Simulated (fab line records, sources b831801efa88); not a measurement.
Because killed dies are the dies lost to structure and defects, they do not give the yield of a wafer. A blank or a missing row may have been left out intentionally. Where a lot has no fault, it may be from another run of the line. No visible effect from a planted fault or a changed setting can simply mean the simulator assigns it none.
What tool caused it?	flow sky130	36 wafers from 12 lots sampled at 2 of the route's 708 steps

## WHAT THE GAUGES READ, wafer by wafer
SKY_VIA1_OVL_MEAS_13. Usual: VIA1_OVL gives 0 nm (standard deviation 5.8).
lot	measured	on	VIA1_OVL (nm)	flag
L639	day 34 05:23	overlay-01	-5 5 -5	
L640	day 34 17:28	overlay-01	-4 -9 6	
L641	day 34 17:49	overlay-01	9 9 11	
L648	day 36 22:10	overlay-02	-7 -9 0	
L650	day 37 19:25	overlay-01	24 24 20 24 24 24	OFF
L651	day 37 23:35	overlay-02	12 19 19 16 23 19	OFF
L652	day 38 05:51	overlay-01	-4 -8 7	
L656	day 39 10:25	overlay-01	0 0 8	
L657	day 39 20:03	overlay-01	0 8 10	
L658	day 39 22:08	overlay-01	13 9 10	
L659	day 40 03:55	overlay-01	2 3 -4	
L662	day 40 22:46	overlay-02	0 0 -6	

## WHAT TOOL EACH LOT RAN ON (gives the tool, then ch and the chambers of the sampled wafers, and finally the start)
lot	SKY_VIA1_EXPOSE_09
L639	krf_scanner-01 ch 0, day 33 16:23
L640	krf_scanner-02 ch 0, day 34 03:38
L641	krf_scanner-02 ch 0, day 34 04:16
L648	krf_scanner-02 ch 0, day 36 09:04
L650	krf_scanner-01 ch 0, day 37 06:20
L651	krf_scanner-01 ch 0, day 37 10:25
L652	krf_scanner-02 ch 0, day 37 16:39
L656	krf_scanner-02 ch 0, day 38 22:28
L657	krf_scanner-02 ch 0, day 39 07:44
L658	krf_scanner-02 ch 0, day 39 10:25
L659	krf_scanner-02 ch 0, day 39 15:11
L662	krf_scanner-02 ch 0, day 40 11:35
- SKY_VIA1_EXPOSE_09: exposes mask VIM, target cd 150 nm.

## WHAT THE TOOLS THEMSELVES READ (means of the sampled wafers that have a number; where no wafer has one, the mark that the record gives instead)
SKY_VIA1_EXPOSE_09. Usual: focus_offset_nm at 0.0 nm, with a standard deviation of 0.52.
lot	tool	focus_offset_nm (nm)	flag
L639	krf_scanner-01	0.3	
L640	krf_scanner-02	0.5	
L641	krf_scanner-02	0.1	
L648	krf_scanner-02	0.3	
L650	krf_scanner-01	0.2	
L651	krf_scanner-01	0.2	
L652	krf_scanner-02	0.0	
L656	krf_scanner-02	0.3	
L657	krf_scanner-02	0.5	
L658	krf_scanner-02	0.2	
L659	krf_scanner-02	0.0	
L662	krf_scanner-02	0.5	

## THE ANSWER, worked out from the rows above alone
Rule: take the mean of a lot's wafers that have a number; if it is more than 3 standard deviations from the usual mean, the lot is off. A lot without any number at a reading at which 4 lots or more have one is off too. All remaining lots with rows at the step are treated as sound. Order of review: gauges by route order, followed by the tools' own readings, for which a lot's mean as printed above is used. The first step at which some lot is off is used, and at that step the reading that is off furthest; a lot without a number counts as furthest.
Off: L650, L651, seen at SKY_VIA1_OVL_MEAS_13 (VIA1_OVL).
A tool fits if, at a process step before that reading, it ran every lot that is off, and no sound lot after the first of them. Those tools and the gauges at SKY_VIA1_OVL_MEAS_13 are tried in the same way. One fits: krf_scanner-01 at SKY_VIA1_EXPOSE_09. Its last sound lot is L639 (day 33 16:23), its first lot that is off L650 (day 37 06:20): a fault that began between those two fits.

## WHAT THE SIMULATOR HAD INSERTED
Scanner matching overlay: krf_scanner-01, from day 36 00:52 on, at SKY_VIA1_EXPOSE_09. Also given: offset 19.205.
Struck lots among those shown: L650, L651. This agrees with what the rule above found.
